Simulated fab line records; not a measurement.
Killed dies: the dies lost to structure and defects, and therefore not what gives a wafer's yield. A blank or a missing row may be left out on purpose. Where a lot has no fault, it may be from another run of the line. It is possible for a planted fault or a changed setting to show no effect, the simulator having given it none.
Which tool is to blame? | flow sky130 | 7 lots, 21 wafers sampled, at 4 steps of a route of 708

## WHAT THE GAUGES SHOWED, per wafer
SKY_LDD_HVN_TW_MEAS_10.
lot  | measured     | on           | LDD_HVN_TW
L759 | day 21 03:41 | filmMetro-02 | 1416 1426 1427
L760 | day 22 04:39 | filmMetro-04 | 1445 1442 1437
L765 | day 23 16:41 | filmMetro-04 | 30 30 30
L767 | day 24 10:32 | filmMetro-01 | 30 30 30
L773 | day 26 13:27 | filmMetro-02 | 1415 1413 1417
L776 | day 27 16:40 | filmMetro-02 | 1426 1421 1430
L778 | day 28 03:05 | filmMetro-04 | 1450 1449 1450

## TOOL THAT RAN EACH LOT (tool first, then ch and the chambers of the sampled wafers, then the start)
lot  | SKY_POLY_GATE_STRIP_18              | SKY_LDD_P_STRIP_10                  | SKY_LDD_HVN_STRIP_09
L759 | plasmaAsher-04 ch 0,1, day 17 05:35 | plasmaAsher-01 ch 0,1, day 19 20:53 | plasmaAsher-03 ch 0,1, day 21 03:35
L760 | plasmaAsher-04 ch 0,1, day 18 06:53 | plasmaAsher-04 ch 0,1, day 20 21:52 | plasmaAsher-01 ch 0,1, day 22 04:33
L765 | plasmaAsher-02 ch 1, day 19 17:50   | plasmaAsher-04 ch 0,1, day 22 10:26 | plasmaAsher-02 ch 0, day 23 16:35
L767 | plasmaAsher-03 ch 0,1, day 20 13:16 | plasmaAsher-04 ch 0,1, day 23 04:46 | plasmaAsher-03 ch 0,1, day 24 10:27
L773 | plasmaAsher-02 ch 0,1, day 22 17:40 | plasmaAsher-02 ch 0,1, day 25 08:01 | plasmaAsher-03 ch 0,1, day 26 13:22
L776 | plasmaAsher-04 ch 0,1, day 23 20:14 | plasmaAsher-04 ch 0,1, day 26 11:20 | plasmaAsher-02 ch 0,1, day 27 16:34
L778 | plasmaAsher-04 ch 0,1, day 24 09:05 | plasmaAsher-04 ch 0,1, day 26 21:53 | plasmaAsher-03 ch 0,1, day 28 02:59
- SKY_POLY_GATE_STRIP_18: strips in O2/N2.
- SKY_LDD_P_STRIP_10: strips in O2/N2.
- SKY_LDD_HVN_STRIP_09: strips in O2/N2.

## THE ANSWER, worked out from the rows above alone
Rule: the usual values come from the lots themselves. Put in order of their means at a reading, lots are off if they are a third of the lots or fewer, leave a main group of 4 or more, and stand apart from it by a gap of 3 or more times the standard deviation of the main group's means; of several such gaps the widest counts. A main group whose means are all the same, to the digits that the tables above print for the reading, isn't used. A lot without any number at a reading at which 4 lots or more have one is off too. Any other lot the step has rows for is counted as sound.
Off: L765, L767, at SKY_LDD_HVN_TW_MEAS_10 (LDD_HVN_TW). For the main group the mean is 1431 and the standard deviation 13.
If a tool, at a process step before that reading, ran all the lots that are off and no sound lot after the first of them, it fits. Gauges at SKY_LDD_HVN_TW_MEAS_10: tried the same way as those tools. None of those tried fits.

## WHAT HAD BEEN PUT IN BY THE SIMULATOR
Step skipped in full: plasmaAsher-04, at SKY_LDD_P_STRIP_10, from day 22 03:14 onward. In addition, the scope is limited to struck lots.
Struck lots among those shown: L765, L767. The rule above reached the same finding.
